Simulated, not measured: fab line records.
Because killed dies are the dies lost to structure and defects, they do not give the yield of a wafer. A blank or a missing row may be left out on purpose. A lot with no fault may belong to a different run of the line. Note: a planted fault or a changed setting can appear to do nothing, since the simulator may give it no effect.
Comparing a struck lot with a sound one :: flow sky130 :: 15 out of 708 route steps
Sound: wafers L211.2, L211.3, L211.6. Struck: wafer L228.4. (L228.2 of the same lot was not struck and is left out.) The cause comes at the end.
At each step with rows: each side's tool, then ch and its chambers, then its first start. Under that, the readings that differ: sound wafers :: struck wafers :: difference of the means :: sigmas: that difference in standard deviations of wafers without a fault.
alike: words and numbers the same on both sides, and readings whose means are apart by under 2 such deviations; not compared: readings that were withheld, readings missing a value for some wafer, numbers with overlapping values and no deviation given by the record, and bounds like >300 which may hide the same value.
A row with sigmas, a row that says differs or no value, or rows on one side alone: a step with any of these is where the two part. Non-overlapping numbers with no deviation appear without sigmas and do not part them. A reading that every wafer of one side lacks parts them only if that side has two wafers or more.

first, 3 steps without rows for these wafers: SKY_VIA3_STRIP_17 (strips in post etch residue remover, time 1200 s); SKY_VIA3_CLEAN_18 (cleans in IPA, time 180 s); SKY_VIA3_CLEAN_19 (cleans in O3/DIW).
SKY_VIA3_SPUTTER_20: material TiN, target thk 20 nm, time 80 s.
  sound on pvd-sputter-02 at day 39 09:07; struck on pvd-sputter-04 at day 44 14:31
  alike: throttle-valve-pct
SKY_VIA3_CVD_21: deposits W, target thk 390 nm, time 117.31 s.
  sound on cvd-w-01 ch 0,1, day 39 09:11; struck on cvd-w-01 ch 0, day 44 14:34
  alike: chamber-pressure-Torr, heater-power-w
SKY_VIA3_RS_MEAS_22: the measuring method here is four-point-probe.
  sound on film-metro-01 at day 39 09:20; struck on film-metro-02 at day 44 14:43
reading: VIA3_W_RS (ohm/sq)
sound: 0.294 0.295 0.299
struck: 0.304
difference: +0.008
sigmas: +2
SKY_VIA3_THK_MEAS_23: measures by xrf.
  sound on film-metro-01 at day 39 09:26; struck on film-metro-02 at day 44 14:49
reading: VIA3_W_THK (nm)
sound: 398 401 392
struck: 379
difference: -18
sigmas: -3
then, 1 step without rows for these wafers: SKY_VIA3_CMP_24 (polishes, stops on SiO2, t overpolish 20 s, target thk 0 nm).
SKY_METAL4_SPUTTER_00: material Ti, target thk 15 nm, time 10 s.
  sound on pvd-sputter-03 at day 39 09:54; struck on pvd-sputter-03 at day 44 15:20
  alike: throttle-valve-pct
SKY_METAL4_SPUTTER_01: material TiN, target thk 20 nm, time 16.7 s.
  sound on pvd-sputter-03 at day 39 09:55; struck on pvd-sputter-03 at day 44 15:21
  alike: throttle-valve-pct
then, 1 step without rows for these wafers: SKY_METAL4_SPUTTER_02 (material AlCu, target thk 735 nm, time 39.1 s).
SKY_METAL4_SPUTTER_03: material Ti, target thk 5 nm, time 3.3 s.
  sound on pvd-sputter-03 at day 39 09:59; struck on pvd-sputter-03 at day 44 15:25
  alike: throttle-valve-pct
SKY_METAL4_SPUTTER_04: material TiN, target thk 70 nm, time 58.3 s.
  sound on pvd-sputter-03 at day 39 10:01; struck on pvd-sputter-03 at day 44 15:26
reading: model.TiN_of_METAL4_SPUTTER_04.thk-nm (nm)
sound: 69.39 70.03 69.78
struck: 63.9
difference: -5.8
sigmas: 
  alike: throttle-valve-pct
then, 1 step without rows for these wafers: SKY_CAP2M_CVD_00 (deposits SiO2, target thk 15.5 nm).
SKY_PAD_OPEN_PROBE_99:
  sound wafers here have rows in the record (prober-02, day 45 12:12); struck ones have none

WHERE THEY PART
First at SKY_VIA3_RS_MEAS_22; last, within this record, at SKY_PAD_OPEN_PROBE_99.

WHY: the cause the simulator had injected
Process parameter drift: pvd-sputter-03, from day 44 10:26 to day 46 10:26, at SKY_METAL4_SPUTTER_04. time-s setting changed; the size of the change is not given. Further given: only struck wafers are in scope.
